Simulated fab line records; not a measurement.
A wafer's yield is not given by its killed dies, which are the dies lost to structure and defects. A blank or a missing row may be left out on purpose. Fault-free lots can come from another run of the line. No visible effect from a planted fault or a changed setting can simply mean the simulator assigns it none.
8D (eight disciplines) problem report, filled in by code + flow sky130 + the parts of the form that need people (team, actions taken, sign-off) are left out

1. THE ISSUE
Across 6 wafers from 2 lots, PWDE_RS at SKY_NWELL_RS_MEAS_31 averages 5506 ohm/sq, while fault-free wafers read 5276 ohm/sq with a standard deviation of 25. That is +9.2 standard deviations from the usual mean.
The step: measures by four-point-probe.
The first sign was on wafer L253.2 at day 6 15:19, on film metro-01. Wafers with a number at this step in the record: 36, from 12 lots. Rule for "out", or "out of limits": more than 4 standard deviations from the usual mean. Any other wafer with a number is counted as sound.

2. WHAT IT IS; WHAT IT IS NOT
| question                    | is                     | is not                                                                                             |
|-----------------------------|------------------------|----------------------------------------------------------------------------------------------------|
| which readings at this step | PWDE_RS                | -                                                                                                  |
| which lots                  | L253, L255             | L248, L249, L250, L251, L261, L264, L265, L266, L269, L271                                         |
| which wafers of those lots  | all that have a number | -                                                                                                  |
| read on which gauges        | film metro-01          | film metro-03, film metro-04                                                                       |
| when                        | from day 6 15:19       | up to then (12 sound wafers); but 18 sound wafers of L261, L264, L265, L266, L269, L271 came after |

3. WHAT RULES OUT EACH SUSPECT
Counting: any tool at a process step up to the reading is kept as a suspect provided that every lot that is out went through it and no sound lot did after the first of them.
- the gauge at SKY_NWELL_RS_MEAS_31: kept. All the wafers that are out were read on film metro-01, and no step on other tools shows them out.
- implanter-02 at SKY_PWDE_IMPLANT_08: ruled out as a lasting fault. Following L253 (day 5 01:22), the first lot on it that is out, the sound lots L264, L265 were run on it.
Left after counting: film metro-01 at SKY_NWELL_RS_MEAS_31.

4. THE CAUSE (what the simulator had put in)
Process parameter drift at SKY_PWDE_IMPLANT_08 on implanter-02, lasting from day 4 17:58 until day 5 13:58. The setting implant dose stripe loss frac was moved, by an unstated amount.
It was ruled out by counting, in error; the rule expects a fault to strike all lots run on its tool from its start on, and this fault did not.

5. THE CHAIN OF EFFECTS, in route order
One row per reading whose mean, taken over the struck wafers that have a number, lies over 3 standard deviations from the usual. Scope: only readings with a usual standard deviation given in the record; hours: median across lots of the time from each lot's start at the first step in this table that gives one to its start at this step; sigmas: change in usual standard deviations.
| hours | step                 | reading | usual       | on struck wafers | change | sigmas |
|-------|----------------------|---------|-------------|------------------|--------|--------|
| 0     | SKY_NWELL_RS_MEAS_31 | PWDE_RS | 5276 ohm/sq | 5506             | +230   | +9.2   |
Later steps that measure or inspect, where all struck wafers having a row at the step show a number for every such reading and not one has moved that far: SKY_METAL1_OVL_MEAS_16.

6. WHAT WOULD HAVE CAUGHT IT SOONER
The first out-of-limits reading at a measuring or inspecting step in this record came at day 6 15:19, 45 hours after the fault's start at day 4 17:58.
